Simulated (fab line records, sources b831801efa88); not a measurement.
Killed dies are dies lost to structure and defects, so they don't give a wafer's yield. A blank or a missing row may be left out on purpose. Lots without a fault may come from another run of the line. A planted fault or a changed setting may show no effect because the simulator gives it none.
Chamber matching | flow gf180mcu | GF_CONTACT_CMP_04 on cmp-01: 4 sister chambers
The step polishes SiO2. 21 wafers are shown with their chamber, then 10 later ones without.

WAFERS WITH THEIR CHAMBER
wafer  | chamber | motor_current_A (A) | time_to_endpoint_s (s) | retaining_ring_pressure_frac
L584.1 | 1       | 11.9                | 126                    | 0.996
L584.3 | 2       | 13.5                | 119                    | 0.997
L584.4 | 0       | 9.3                 | 124                    | 1.004
L585.3 | 0       | 9.6                 | 111                    | 0.995
L585.5 | 1       | 10.8                | 123                    | 1.001
L585.6 | 0       | 9.9                 | 123                    | 1.002
L587.2 | 3       | 9.8                 | 120                    | 1.001
L587.3 | 2       | 13.5                | 126                    | 0.997
L587.5 | 3       | 9.5                 | 128                    | 0.999
L588.4 | 1       | 11.8                | 117                    | 0.995
L588.5 | 2       | 13.5                | 122                    | 1.002
L588.6 | 1       | 11.2                | 125                    | 0.996
L590.1 | 2       | 13.7                | 116                    | 0.993
L590.4 | 3       | 10.1                | 127                    | 1.002
L590.5 | 3       | 9.4                 | 124                    | 0.997
L596.3 | 0       | 9.0                 | 105                    | 1.001
L596.4 | 1       | 11.4                | 108                    | 1.008
L596.5 | 1       | 11.4                | 109                    | 1.006
L597.2 | 1       | 11.9                | 109                    | 1.004
L597.3 | 2       | 12.9                | 99                     | 1.001
L597.6 | 3       | 9.7                 | 120                    | 0.996

SIGNATURES (means of the wafers above)
reading                      | chamber 0 | chamber 1 | chamber 2 | chamber 3 | scatter within a chamber
motor_current_A              | 9.450     | 11.486    | 13.420    | 9.700     | 0.354
time_to_endpoint_s           | 115.75    | 116.71    | 116.40    | 123.80    | 8.18
retaining_ring_pressure_frac | 1.00050   | 1.00086   | 0.99800   | 0.99900   | 0.00414
Rule: a wafer's distance from a chamber is the root of the sum, over the readings, of the square of ((its reading less the chamber's mean) divided by the reading's scatter). The wafer belongs to the nearest chamber; if the next one is less than 2 further off, it can't be placed. The scatter: the root of (the sum of the squares of (reading less its chamber's mean) over the shown wafers, divided by (wafers less chambers)).

WAFERS WITHOUT THEIR CHAMBER
wafer  | motor_current_A (A) | time_to_endpoint_s (s) | retaining_ring_pressure_frac
L600.2 | 9.6                 | 111                    | 0.995
L600.6 | 9.8                 | 118                    | 0.994
L601.4 | 11.4                | 118                    | 0.995
L601.5 | 9.7                 | 122                    | 1.003
L602.2 | 13.2                | 112                    | 1.002
L602.3 | 9.6                 | 109                    | 1.000
L602.4 | 9.8                 | 118                    | 0.994
L604.1 | 9.1                 | 107                    | 0.998
L604.3 | 9.4                 | 111                    | 1.009
L604.6 | 9.5                 | 116                    | 1.008

WHICH CHAMBER EACH WENT THROUGH
wafer  | from the rows above     | in truth
L600.2 | can't be placed: 0 or 3 | 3
L600.6 | can't be placed: 3 or 0 | 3
L601.4 | 1                       | 1
L601.5 | can't be placed: 3 or 0 | 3
L602.2 | 2                       | 2
L602.3 | can't be placed: 0 or 3 | 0
L602.4 | can't be placed: 3 or 0 | 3
L604.1 | can't be placed: 0 or 3 | 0
L604.3 | can't be placed: 0 or 3 | 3
L604.6 | can't be placed: 0 or 3 | 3
Placed correctly: 2 of 10. Can't be placed from these rows: 8 (the true chamber is among the candidates in 8). Placed wrongly: 0.
